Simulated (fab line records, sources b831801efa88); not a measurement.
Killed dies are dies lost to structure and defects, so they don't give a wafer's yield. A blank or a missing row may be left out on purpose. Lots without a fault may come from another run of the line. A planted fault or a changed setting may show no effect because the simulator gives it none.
fab line records | flow sky130
record lots=14 wafers=42 last_day=50
route steps=708 shown CONTACT@430 METAL1@436 VIA1@461
lots that met no fault: from a run of the same line without faults
start_h: hours from the record's first day to the start of the lot's first wafer shown | wait_h: hours since the lot's step before | " the same as in the row above | L1.1+2: a row that stands for several wafers | - no value, or no start given | * or withheld: withheld | < > ~ a bound
route shown NAME@n: a module of which the file shows steps, and the number in the route of the first | usual: mean/standard deviation of fault-free wafers | same: alike in all rows | chamber/n: place in a boat | sites: the reading at each site | _std_site: their standard deviation | _edge_site: outer sites' mean less inner sites' | radius_mm: how far each site lies from the wafer's centre | mask NAME#n: copy n | behind: the tool/chamber that last shaped the wafer | hold: why the lot was held/for how many hours/how that ended | device: the transistor (n, p or np) that didn't switch | end of line: the same wafers' tests at the end of the route | a step without rows: its recipe alone | killed: dies lost to structure and defects at the first sort, not the wafer's yield | map: a wafer's dies, x killed, . not, _ none there
set.NAME: the setting as run; set.NAME@STEP: as run at that earlier step | model.NAME: the simulator's own value behind a step, which no gauge read
steps of the route over a sample of lots; a table a step, a row a wafer
services: from which hour (start_h, from the record's first day; less than 0 if before it) a tool's chamber was out of use, for how many hours, and why
## steps
# step SKY_CONTACT_CVD_24
# recipe material=W target_thk_nm=340 time_s=102.12 temp_c=400 pressure_torr=40
# usual chamber_pressure_Torr=39.99/0.089 heater_power_w=804/58
# columns lot.wafer tool chamber start_h wait_h chamber_pressure_Torr heater_power_w
L820.2 cvd_w-02 0 737.57 0.0 40.09 802
L820.3 " 1 " " 39.96 827
L820.4 " 0 " " 40.17 773
L821.1 cvd_w-01 0 746.77 0.0 39.97 709
L821.4 " 1 " " 40.00 976
L821.5 " 1 " " 39.90 945
L822.2 cvd_w-02 1 751.72 0.0 40.00 824
L822.3 " 1 " " 39.90 819
L822.6 " 0 " " 39.87 784
L823.1 cvd_w-02 0 761.62 0.0 40.00 802
L823.4 " 1 " " 39.86 804
L823.5 " 0 " " 39.98 794
L826.3 cvd_w-02 1 779.23 0.1 40.00 810
L826.5 " 1 " " 39.90 828
L826.6 " 0 " " 40.08 799
L827.1 cvd_w-02 1 786.14 0.0 40.03 829
L827.3 " 0 " " 39.93 796
L827.5 " 0 " " 39.86 825
L834.2 cvd_w-02 0 843.81 0.0 39.92 806
L834.5 " 1 " " 39.94 835
L834.6 " 0 " " 40.02 785
L836.1 cvd_w-02 1 862.20 0.0 39.87 819
L836.2 " 0 " " 40.05 804
L836.5 " 0 " " 40.12 783
L835.2 cvd_w-02 0 863.42 0.0 39.80 802
L835.4 " 1 " " 39.83 830
L835.6 " 1 " " 39.96 832
L838.1 cvd_w-02 1 892.28 0.0 40.10 841
L838.3 " 1 " " 39.99 824
L838.6 " 1 " " 39.95 834
L839.1 cvd_w-02 0 892.74 0.0 40.17 791
L839.3 " 0 " " 40.03 811
L839.4 " 1 " " 39.89 815
L840.3 cvd_w-01 0 893.66 0.1 40.04 701
L840.4 " 0 " " 40.09 691
L840.6 " 0 " " 39.97 701
L841.4 cvd_w-02 1 894.53 0.1 39.94 829
L841.5 " 0 " " 39.82 806
L841.6 " 1 " " 40.05 842
L842.1 cvd_w-02 0 894.85 0.0 39.96 794
L842.2 " 1 " " 39.84 848
L842.3 " 1 " " 39.83 831
# step SKY_METAL1_SPUTTER_02
# recipe material=AlCu target_thk_nm=250 power_w=10600 time_s=13.3 chamber_pressure_pa=0.4
# usual throttle_valve_pct=30.1/1.2
# columns lot.wafer tool chamber start_h wait_h throttle_valve_pct
L820.2 pvd_sputter-01 - 738.21 0.0 31.4
L820.3 " - " " 28.1
L820.4 " - " " 30.3
L821.1 pvd_sputter-02 - 747.45 0.0 28.4
L821.4 " - " " 30.8
L821.5 " - " " 29.3
L822.2 pvd_sputter-01 - 752.36 0.0 31.5
L822.3 " - " " 29.4
L822.6 " - " " 30.4
L823.1 pvd_sputter-01 - 762.36 0.0 28.0
L823.4 " - " " 30.5
L823.5 " - " " 28.3
L826.3 pvd_sputter-02 - 779.83 0.0 31.0
L826.5 " - " " 28.6
L826.6 " - " " 30.7
L827.1 pvd_sputter-02 - 786.78 0.0 28.5
L827.3 " - " " 30.9
L827.5 " - " " 30.6
L834.2 pvd_sputter-02 - 844.45 0.0 28.6
L834.5 " - " " 30.6
L834.6 " - " " 28.9
L836.1 pvd_sputter-02 - 862.84 0.0 30.7
L836.2 " - " " 28.6
L836.5 " - " " 28.8
L835.2 pvd_sputter-01 - 864.14 0.0 29.5
L835.4 " - " " 30.8
L835.6 " - " " 30.1
L838.1 pvd_sputter-02 - 892.91 0.0 29.5
L838.3 " - " " 30.7
L838.6 " - " " 28.7
L839.1 pvd_sputter-03 - 893.37 0.0 32.5
L839.3 " - " " 30.8
L839.4 " - " " 29.8
L840.3 pvd_sputter-02 - 894.34 0.0 28.7
L840.4 " - " " 30.9
L840.6 " - " " 31.0
L841.4 pvd_sputter-02 - 895.13 0.0 29.2
L841.5 " - " " 28.5
L841.6 " - " " 29.2
L842.1 pvd_sputter-03 - 895.49 0.0 29.9
L842.2 " - " " 30.8
L842.3 " - " " 30.1
# step SKY_METAL1_ETCH_18
# recipe chemistry=N2/H2 target=BARC ion_energy_ev=200 bias_w=100 pressure_mtorr=30 n2_flow_sccm=100 h2_flow_sccm=200 icp_w=500 stop_on=SiO2 time_s=45.9 target_depth_a=600
# usual bias_w=100.05/0.27 chamber_pressure_mTorr=30.002/0.026 drypump_motor_current_A=5.8/0.39 oes_product_au=0.854/0.0047 throttle_valve_pct=13.225/0.0094
# columns lot.wafer tool chamber start_h wait_h bias_w chamber_pressure_mTorr drypump_motor_current_A oes_product_au rf_hours_counter_h throttle_valve_pct
L820.2 rie_metal-04 1 766.22 0.0 99.81 29.936 6.0 0.859 3 13.233
L820.3 " 0 " " 99.65 30.010 5.5 0.856 - 13.222
L820.4 " 1 " " 99.69 30.014 6.0 0.852 - 13.226
L821.1 rie_metal-02 0 774.27 0.0 99.84 29.950 5.2 0.843 14 13.238
L821.4 " 0 " " 100.15 30.041 5.2 0.854 - 13.223
L821.5 " 1 " " 100.60 30.024 6.3 0.858 - 13.252
L822.2 rie_metal-04 1 779.36 0.0 100.08 29.998 6.0 0.864 4 13.226
L822.3 " 1 " " 100.11 29.994 6.1 0.863 - 13.227
L822.6 " 0 " " 99.78 29.988 5.6 0.859 - 13.222
L823.1 rie_metal-04 0 788.27 0.0 100.25 30.009 5.6 0.853 11 13.215
L823.4 " 1 " " 100.24 30.039 6.1 0.868 - 13.222
L823.5 " 0 " " 100.41 29.964 5.6 0.858 - 13.217
L826.3 rie_metal-03 1 806.23 0.0 - - - - - -
L826.5 " 1 " " - - - - - -
L826.6 " 0 " " - - - - - -
L827.1 rie_metal-02 1 812.54 0.1 - - - - - -
L827.3 " 1 " " - - - - - -
L827.5 " 1 " " - - - - - -
L834.2 rie_metal-02 1 870.81 0.0 99.84 30.026 6.3 0.853 15 13.226
L834.5 " 0 " " 99.91 30.016 5.2 0.847 - 13.226
L834.6 " 1 " " 99.67 30.018 6.3 0.857 - 13.207
L836.1 rie_metal-04 1 889.47 0.0 99.97 30.009 6.1 0.862 9 13.219
L836.2 " 0 " " 100.42 30.016 5.5 0.848 16 13.230
L836.5 " 0 " " 100.21 29.984 5.6 0.860 - 13.232
L835.2 rie_metal-02 1 890.71 0.0 100.03 30.012 6.3 0.857 16 13.223
L835.4 " 1 " " 99.58 30.027 6.3 0.857 - 13.227
L835.6 " 0 " " 100.14 29.997 5.3 0.853 - 13.234
L838.1 rie_metal-04 1 918.47 0.0 100.18 29.964 6.1 0.850 10 13.229
L838.3 " 0 " " 99.99 29.983 5.6 0.861 - 13.221
L838.6 " 0 " " 99.72 30.011 5.6 0.858 - 13.215
L839.1 rie_metal-02 0 919.77 0.0 99.88 30.017 5.2 0.856 4 13.220
L839.3 " 0 " " 100.23 29.978 5.2 0.848 - 13.232
L839.4 " 1 " " 100.15 30.019 6.3 0.857 - 13.231
L840.3 rie_metal-04 0 920.74 0.0 100.09 30.025 5.6 0.853 - 13.218
L840.4 " 1 " " 99.90 30.030 6.1 0.855 - 13.226
L840.6 " 1 " " 99.99 29.970 6.1 0.860 - 13.238
L841.4 rie_metal-03 0 921.14 0.0 100.32 29.974 5.7 0.854 - 13.223
L841.5 " 1 " " 99.99 30.009 5.8 0.855 - 13.232
L841.6 " 0 " " 99.97 29.956 5.7 0.849 - 13.217
L842.1 rie_metal-02 0 922.24 0.6 99.90 29.975 5.3 0.856 4 13.236
L842.2 " 1 " " 99.14 30.007 6.3 0.850 17 13.236
L842.3 " 1 " " 99.67 30.022 6.3 0.857 - 13.223
# step SKY_METAL1_METAL_ETCH_19
# recipe target_depth_a=3600 stop_on=SiO2 over_etch_frac=0.3 time_s=78 chemistry=Cl2/BCl3 resist_sidewall_deg=88 pressure_mtorr=10 icp_w=900 bias_w=48.5 Cl2_flow_sccm=60 bcl3_flow_sccm=30
# usual bcl3_flow_sccm=30.00/0.093 bias_w=48.52/0.15 drypump_motor_current_A=5.8/0.38 oes_product_au=0.852/0.0057 throttle_valve_pct=22.264/0.0081
# columns lot.wafer tool chamber start_h wait_h bcl3_flow_sccm bias_w drypump_motor_current_A oes_product_au rf_hours_counter_h throttle_valve_pct
L820.2 rie_metal-04 1 766.28 0.0 29.87 48.57 6.0 0.837 3 22.264
L820.3 " 0 " " 29.91 48.66 5.5 0.847 - 22.262
L820.4 " 1 " " 29.94 48.47 6.1 0.859 - 22.257
L821.1 rie_metal-02 0 774.33 0.0 29.86 48.35 5.2 0.853 14 22.287
L821.4 " 0 " " 29.97 48.46 5.2 0.842 - 22.270
L821.5 " 1 " " 30.14 48.31 6.3 0.847 - 22.264
L822.2 rie_metal-04 1 779.42 0.0 30.08 48.63 6.1 0.842 4 22.261
L822.3 " 1 " " 30.00 48.48 6.1 0.841 - 22.270
L822.6 " 0 " " 29.76 48.60 5.6 0.848 - 22.278
L823.1 rie_metal-04 0 788.33 0.0 30.03 48.46 5.6 0.843 11 22.263
L823.4 " 1 " " 30.04 48.46 6.1 0.849 - 22.257
L823.5 " 0 " " 30.04 48.44 5.5 0.844 - 22.266
L826.3 rie_metal-03 1 806.30 0.1 30.02 48.37 5.8 0.376 - 22.271
L826.5 " 1 " " 30.15 48.50 5.8 0.371 - 22.278
L826.6 " 0 " " 30.10 48.44 5.7 0.372 - 22.268
L827.1 rie_metal-02 1 812.66 0.1 30.08 48.36 6.3 0.368 12 22.268
L827.3 " 1 " " 30.04 48.41 6.3 0.376 - 22.269
L827.5 " 1 " " 30.00 48.26 6.3 0.373 - 22.268
L834.2 rie_metal-02 1 870.87 0.0 29.97 48.76 6.2 0.853 15 22.262
L834.5 " 0 " " 29.94 48.57 5.2 0.853 - 22.264
L834.6 " 1 " " 29.99 48.60 6.2 0.849 - 22.250
L836.1 rie_metal-04 1 889.53 0.0 30.16 48.63 6.1 0.856 9 22.276
L836.2 " 0 " " 30.05 48.76 5.6 0.858 16 22.266
L836.5 " 0 " " 30.06 48.79 5.5 0.857 - 22.270
L835.2 rie_metal-02 1 890.77 0.0 30.20 48.59 6.3 0.848 16 22.272
L835.4 " 1 " " 30.24 48.48 6.2 0.851 - 22.253
L835.6 " 0 " " 29.86 48.42 5.2 0.862 - 22.264
L838.1 rie_metal-04 1 918.53 0.0 29.94 48.43 6.1 0.854 10 22.273
L838.3 " 0 " " 30.04 48.38 5.6 0.851 - 22.268
L838.6 " 0 " " 29.95 48.37 5.6 0.858 - 22.263
L839.1 rie_metal-02 0 919.83 0.0 29.96 48.54 5.3 0.858 4 22.276
L839.3 " 0 " " 30.08 48.34 5.2 0.858 - 22.256
L839.4 " 1 " " 30.03 48.51 6.2 0.849 - 22.265
L840.3 rie_metal-04 0 920.81 0.1 29.93 48.72 5.6 0.858 - 22.254
L840.4 " 1 " " 29.95 48.46 6.0 0.850 - 22.261
L840.6 " 1 " " 30.01 48.42 6.1 0.856 - 22.261
L841.4 rie_metal-03 0 921.21 0.1 29.87 48.76 5.7 0.869 - 22.258
L841.5 " 1 " " 30.01 48.49 5.8 0.848 - 22.260
L841.6 " 0 " " 30.04 48.86 5.7 0.868 - 22.255
L842.1 rie_metal-02 0 922.30 0.0 30.06 48.25 5.3 0.862 4 22.266
L842.2 " 1 " " 29.92 48.58 6.3 0.860 17 22.273
L842.3 " 1 " " 29.98 48.63 6.3 0.851 - 22.265
# step SKY_METAL1_STRIP_20
# recipe chemistry=O2/N2 power_w=1400 pressure_mtorr=1500 platen_temp_c=withheld o2_flow_sccm=3000 n2_flow_sccm=300 overash_fraction=0.5
# usual drypump_motor_current_A=6.1/0.54 oes_product_au=0.342/0.0065 strip_time_to_endpoint_s=2.70/0.091
# columns lot.wafer tool chamber start_h wait_h drypump_motor_current_A oes_product_au rf_hours_counter_h strip_time_to_endpoint_s
L820.2 plasma_asher-01 0 766.37 0.1 5.4 0.336 66 2.69
L820.3 " 0 " " 5.4 0.337 - 2.81
L820.4 " 1 " " 6.4 0.346 - 2.73
L821.1 plasma_asher-02 0 774.42 0.1 6.8 0.343 34 2.61
L821.4 " 0 " " 6.7 0.345 - 2.65
L821.5 " 0 " " 6.8 0.339 - 2.59
L822.2 plasma_asher-01 0 779.51 0.1 5.4 0.349 67 2.75
L822.3 " 0 " " 5.4 0.349 - 2.78
L822.6 " 1 " " 6.4 0.349 - 2.84
L823.1 plasma_asher-04 0 788.42 0.1 6.6 0.345 96 2.83
L823.4 " 1 " " 5.7 0.339 - 2.72
L823.5 " 0 " " 6.5 0.341 - 2.80
L826.3 plasma_asher-01 1 806.39 0.1 6.4 0.361 - 3.13
L826.5 " 0 " " 5.4 0.355 - 3.11
L826.6 " 1 " " 6.4 0.356 - 3.20
L827.1 plasma_asher-04 1 812.84 0.1 5.8 0.361 99 3.08
L827.3 " 0 " " 6.6 0.354 - 3.10
L827.5 " 0 " " 6.6 0.351 - 3.12
L834.2 plasma_asher-04 0 870.96 0.1 6.5 0.331 104 2.62
L834.5 " 1 " " 5.8 0.349 - 2.75
L834.6 " 0 " " 6.6 0.338 - 2.58
L836.1 plasma_asher-02 0 889.62 0.1 6.8 0.347 45 2.75
L836.2 " 1 " " 5.5 0.358 45 2.85
L836.5 " 1 " " 5.5 0.347 - 2.86
L835.2 plasma_asher-04 0 890.86 0.1 6.6 0.338 106 2.55
L835.4 " 1 " " 5.8 0.338 - 2.51
L835.6 " 1 " " 5.8 0.344 - 2.71
L838.1 plasma_asher-01 1 918.62 0.1 6.4 0.343 81 2.75
L838.3 " 0 " " 5.4 0.348 - 2.85
L838.6 " 1 " " 6.4 0.350 - 2.85
L839.1 plasma_asher-04 1 919.92 0.1 5.8 0.357 109 2.81
L839.3 " 0 " " 6.5 0.344 - 2.79
L839.4 " 1 " " 5.8 0.338 - 2.66
L840.3 plasma_asher-01 1 920.90 0.1 6.4 0.341 - 2.81
L840.4 " 0 " " 5.4 0.346 - 2.70
L840.6 " 0 " " 5.4 0.350 - 2.73
L841.4 plasma_asher-02 0 921.31 0.1 6.8 0.345 - 2.75
L841.5 " 0 " " 6.8 0.342 - 2.68
L841.6 " 1 " " 5.5 0.350 - 2.76
L842.1 plasma_asher-02 1 922.39 0.1 5.5 0.354 49 2.81
L842.2 " 0 " " 6.7 0.332 49 2.62
L842.3 " 0 " " 6.7 0.335 - 2.64
# step SKY_VIA1_BOW_MEAS_03
# recipe mode=bow
# usual VIA1_BOW=81/6.5
# columns lot.wafer tool chamber start_h wait_h VIA1_BOW[um]
L820.2 film_metro-03 - 767.45 0.1 84
L820.3 " - " " 98
L820.4 " - " " 88
L821.1 film_metro-02 - 775.49 0.1 76
L821.4 " - " " 83
L821.5 " - " " 79
L822.2 film_metro-03 - 780.60 0.1 84
L822.3 " - " " 93
L822.6 " - " " 86
L823.1 film_metro-01 - 789.50 0.1 88
L823.4 " - " " 83
L823.5 " - " " 76
L834.2 film_metro-03 - 872.08 0.2 82
L834.5 " - " " 73
L834.6 " - " " 88
L836.1 film_metro-01 - 890.69 0.2 77
L836.2 " - " " 79
L836.5 " - " " 89
L835.2 film_metro-03 - 891.97 0.3 77
L835.4 " - " " 82
L835.6 " - " " 74
L838.1 film_metro-02 - 919.68 0.1 78
L838.3 " - " " 88
L838.6 " - " " 87
L839.1 film_metro-02 - 920.98 0.2 80
L839.3 " - " " 67
L839.4 " - " " 80
L840.3 film_metro-01 - 921.97 0.1 81
L840.4 " - " " 76
L840.6 " - " " 77
L841.4 film_metro-03 - 922.40 0.2 85
L841.5 " - " " 85
L841.6 " - " " 90
L842.1 film_metro-02 - 923.46 0.1 91
L842.2 " - " " 71
L842.3 " - " " 85
## services
# columns tool chamber start_h hours kind
plasma_asher-02 - 717.01 0.7 repair
rie_metal-03 - 738.46 0.6 repair
rie_metal-04 1 749.09 8.8 repair
pvd_sputter-03 - 756.54 4.5 repair
rie_metal-03 - 770.61 0.8 repair
cvd_w-02 - 780.08 1.3 repair
cvd_w-01 0 790.22 4.2 repair
rie_metal-03 1 792.09 3.0 repair
pvd_sputter-01 - 795.88 20.8 repair
rie_metal-02 0 804.03 - clean
rie_metal-02 0 804.03 21.4 scheduled_down
plasma_asher-01 - 810.95 2.6 repair
cvd_w-01 1 826.42 79.5 repair
cvd_w-01 - 831.00 28.1 pm
plasma_asher-04 - 855.31 5.0 repair
plasma_asher-01 - 858.51 0.8 repair
plasma_asher-01 - 866.78 2.3 repair
cvd_w-01 0 887.15 1.5 repair
rie_metal-04 - 888.36 0.8 repair
rie_metal-03 1 900.15 13.4 repair
cvd_w-02 - 904.00 14.0 pm
pvd_sputter-03 - 905.08 4.4 repair
rie_metal-03 0 909.25 1.6 repair
pvd_sputter-03 - 922.13 2.1 repair
## key
first_sign step=SKY_METAL1_ETCH_18 reading=tool_record direction=missing
effect step=SKY_METAL1_METAL_ETCH_19 reading=oes_product_au direction=down sigmas=83 usual=0.852 struck=0.373
effect step=SKY_METAL1_STRIP_20 reading=strip_time_to_endpoint_s direction=up sigmas=4.7 usual=* struck=*
met_at SKY_METAL1_ETCH_18
struck_lots L826,L827
later_rows_left_out L826.3,L826.5,L826.6,L827.1,L827.3,L827.5
sort_left_out L826.3,L826.5,L826.6,L827.1,L827.3,L827.5
not_acting_at SKY_CONTACT_CVD_24,SKY_METAL1_SPUTTER_02,SKY_VIA1_BOW_MEAS_03
onset_between 774.27 806.23
fault kind=skipped_step_whole tool=rie_metal-02,rie_metal-03 chamber=- onset_h=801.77 steps=SKY_METAL1_ETCH_18 scope=struck_lots_only
# sort_left_out: the simulated sort isn't trusted on such a fault, so these wafers' sort isn't shown, and their yield isn't known
# later_rows_left_out: the simulator's readings of these wafers behind a module that went badly wrong aren't trusted and aren't shown, but for the sort
